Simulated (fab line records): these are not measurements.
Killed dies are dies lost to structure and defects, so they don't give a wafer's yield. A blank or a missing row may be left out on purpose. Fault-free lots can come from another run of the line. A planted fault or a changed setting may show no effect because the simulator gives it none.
A struck lot beside a sound one || flow sky130 || 15 steps out of a route of 708
Sound: these wafers, L717.1, L717.3, L717.5. Wafers struck: L727.1, L727.4, L727.6. At the end, the cause is stated.
Each step with rows lists, per side, the tool, then ch with its chambers, then its first start. Under that, the readings that differ: sound wafers || struck wafers || difference of the means || sigmas: that difference in standard deviations of wafers without a fault.
alike: words and numbers the same on both sides, and readings whose means are apart by under 2 such deviations; not compared: readings that were withheld, readings missing a value for some wafer, numbers with overlapping values and no deviation given by the record, and bounds like >300 which may hide the same value.
The two part at a step that has a row with sigmas, a row that says differs or no value, or rows on one side only. Numbers that don't overlap but have no deviation are shown without sigmas and don't part them. A reading that every wafer of one side lacks parts them only if that side has two wafers or more.

first, 6 steps without rows for these wafers: SKY_GATE_OXIDE_HMDS_04 (prime time 60 s); SKY_GATE_OXIDE_COAT_05 (resist thk 1140 nm); SKY_GATE_OXIDE_SOFTBAKE_06 (time 60 s); SKY_GATE_OXIDE_EXPOSE_07 (exposes mask LVOM, target cd 600 nm); SKY_GATE_OXIDE_PEB_08; SKY_GATE_OXIDE_DEVELOP_09 (develop time 60 s).
SKY_GATE_OXIDE_OVL_MEAS_10:
  sound: overlay-02 at day 14 03:11; struck: overlay-01 at day 17 14:25
  alike: GATE_OXIDE_OVL
then, 2 steps without rows for these wafers: SKY_GATE_OXIDE_IMPLANT_11; SKY_GATE_OXIDE_WET_ETCH_12 (etches SiO2 in dHF, target depth 16.8 nm, time 336 s).
SKY_GATE_OXIDE_STRIP_13: strips in O2/N2.
  sound on plasma-asher-04 ch 0,1, day 14 03:34; struck on plasma-asher-04 ch 0,1, day 17 14:55
{"reading": "n2-flow-sccm (sccm)", "sound": "300.6 301.5 301.3", "struck": "299.0 299.7 299.7", "difference": -1.7, "sigmas": -2}
  alike: drypump-motor-current-A, oes-product-au, strip-time-to-endpoint-s
  not compared: rf-hours-counter-h
SKY_GATE_OXIDE_TW_MEAS_14:
  sound: film-metro-01 at day 14 03:40; struck: film-metro-01 at day 17 15:01
  alike: GATE_OXIDE_TW
then, 1 step without rows for these wafers: SKY_GATE_OXIDE_CLEAN_15 (cleans in SC1/SC2, time 150 s).
SKY_GATE_OXIDE_OXIDATION_16: stabilise 600 s, purge 300 s, target thk 3.57 nm.
  sound on furnace-01 ch 0, day 14 04:07; struck on furnace-02 ch 0, day 17 16:55
{"reading": "model.SiO2_of_GATE_OXIDE_OXIDATION_01.thk-nm (nm)", "sound": "11.58 11.65 11.61", "struck": "11.31 11.17 11.22", "difference": -0.38, "sigmas": ""}
  alike: spike-tc-centre-C
then, 1 step without rows for these wafers: SKY_POLY_GATE_CVD_00 (deposits poly-Si, target thk 180 nm, time 720 s).
-- here the record skips 31 days between the struck wafers' starts before and after, leaving off in module POLY_GATE and picking up in module PAD_OPEN (first step shown: number 708 of the route) --
SKY_PAD_OPEN_PROBE_99:
  sound: prober-02 at day 45 20:37; struck: prober-01 at day 48 11:16
{"reading": "model.etest.pfet_01v8.r-on-ohm-um", "sound": "2782 2865 2859", "struck": "2694 2676 2703", "difference": -144, "sigmas": ""}
{"reading": "model.etest.nfet_01v8_lvt.drive-ua-um", "sound": "573.1 565.4 568.7", "struck": "640 644 641", "difference": "+73", "sigmas": ""}
{"reading": "model.etest.nfet_01v8_swapped.drive-ua-um", "sound": "504.6 500.5 500.1", "struck": "565.6 568.9 566.9", "difference": "+65.4", "sigmas": ""}
{"reading": "model.etest.nfet_01v8_turned.drive-ua-um", "sound": "498.5 493.5 501.3", "struck": "568.2 569.3 569.9", "difference": "+71.4", "sigmas": ""}
{"reading": "model.etest.nfet_01v8.drive-ua-um", "sound": "502.5 500.4 500.4", "struck": "561 567.8 565.5", "difference": "+64", "sigmas": ""}
{"reading": "model.etest.nfet_01v8.r-on-ohm-um", "sound": "826.6 853.3 838", "struck": "769.5 770.4 764.3", "difference": -71.2, "sigmas": ""}
{"reading": "model.etest.sram-nfet-pass.drive-ua-um", "sound": "499.1 480.9 493.3", "struck": "552.3 543.5 552.3", "difference": "+58.3", "sigmas": ""}
{"reading": "model.etest.nfet-g5v0d10v5.drive-ua-um", "sound": "597.4 591.6 601.3", "struck": "615.7 624.5 619.5", "difference": "+23.1", "sigmas": ""}
  alike: killed_at_M0_to_M3, killed_at_M4_up, killed-at-contacts, killed-at-front-end, killed-at-other, killed-dies, killed-open, killed-short

WHERE THEY PART
At SKY_GATE_OXIDE_STRIP_13 and nowhere else, as far as this record goes. Later steps at which nothing parts them and some readings are alike: SKY_GATE_OXIDE_TW_MEAS_14, SKY_GATE_OXIDE_OXIDATION_16, SKY_PAD_OPEN_PROBE_99.

WHY: what had been put in by the simulator
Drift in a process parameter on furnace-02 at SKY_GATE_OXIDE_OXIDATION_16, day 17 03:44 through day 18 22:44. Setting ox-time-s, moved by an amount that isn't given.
